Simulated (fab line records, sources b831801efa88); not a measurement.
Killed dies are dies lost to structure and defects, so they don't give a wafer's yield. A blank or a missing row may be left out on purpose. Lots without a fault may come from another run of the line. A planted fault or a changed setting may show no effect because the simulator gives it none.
One fault seen from 2 desks | flow gf180mcu | each desk has only its own numbers; what lay behind them comes last

THE TOOL OWNER'S DESK: pecvd-03
The tool's own readings at GF_SAB_CVD_00 (deposits SiO2 from TEOS, target thk 50 nm, time 4.9302 s): means of the sampled wafers that have a number, for each lot that ran on this tool. A lot is out of limits, marked OUT, if its mean lies more than 4 standard deviations from the usual mean; the brackets give that distance.
Columns: A = heater_power_w at GF_SAB_CVD_00, usual 676 W; B = susceptor_temp_C at GF_SAB_CVD_00, usual 400.03 C
lot  | first seen here | A   | B
L817 | day 16 23:37    | 628 | 400.00
L823 | day 18 23:40    | 570 | 399.74
L828 | day 20 11:43    | 677 | 400.12
This desk's finding: nothing out of limits on any of the 3 lots.

THE METROLOGY DESK
What the gauges read, lot by lot, whatever tool the lot ran on: means of the sampled wafers that have a number. A lot is out of limits, marked OUT, if its mean lies more than 4 standard deviations from the usual mean; the brackets give that distance. Of its 8 readings 7 are shown: those that lie furthest out on some lot.
Columns: A = cd_nm at GF_PSD_CD_MEAS_07, usual 400.2 nm; B = PSD_TW at GF_PSD_TW_MEAS_11, usual 3184; C = NSD_RS at GF_PSD_RS_MEAS_14, usual 45.73 ohm/sq; D = PSD_RS at GF_PSD_RS_MEAS_15, usual 108.69 ohm/sq; E = SAB_CVD_00_THK at GF_SAB_THK_MEAS_01, usual 49.8 nm; F = cd_nm at GF_SAB_CD_MEAS_09, usual 419.8 nm; G = SAB_OVL at GF_SAB_OVL_MEAS_10, usual 0.2 nm
lot  | first seen here | A     | B    | C     | D      | E    | F     | G
L816 | day 16 14:58    | 398.8 | 3156 | 45.73 | 108.60 | 50.0 | 419.7 | 1.8
L817 | day 16 22:47    | 400.2 | 3196 | 45.74 | 108.46 | 49.7 | 422.5 | -0.2
L823 | day 18 22:49    | 400.8 | 3210 | 45.74 | 109.01 | 49.6 | 420.1 | -0.6
L828 | day 20 10:52    | 402.0 | 3226 | 45.77 | 108.76 | 48.5 | 421.6 | 3.1
L833 | day 22 02:20    | 395.8 | 3163 | 45.77 | 108.89 | 49.4 | 420.1 | -0.5
L835 | day 22 21:13    | 399.7 | 3169 | 45.82 | 109.13 | 49.8 | 421.3 | -1.2
This desk's finding: nothing out of limits on any of the 6 lots.

PUT TOGETHER
The tool owner's desk saw nothing out of limits.
The metrology desk saw nothing out of limits.

WHAT THE SIMULATOR HAD PUT IN
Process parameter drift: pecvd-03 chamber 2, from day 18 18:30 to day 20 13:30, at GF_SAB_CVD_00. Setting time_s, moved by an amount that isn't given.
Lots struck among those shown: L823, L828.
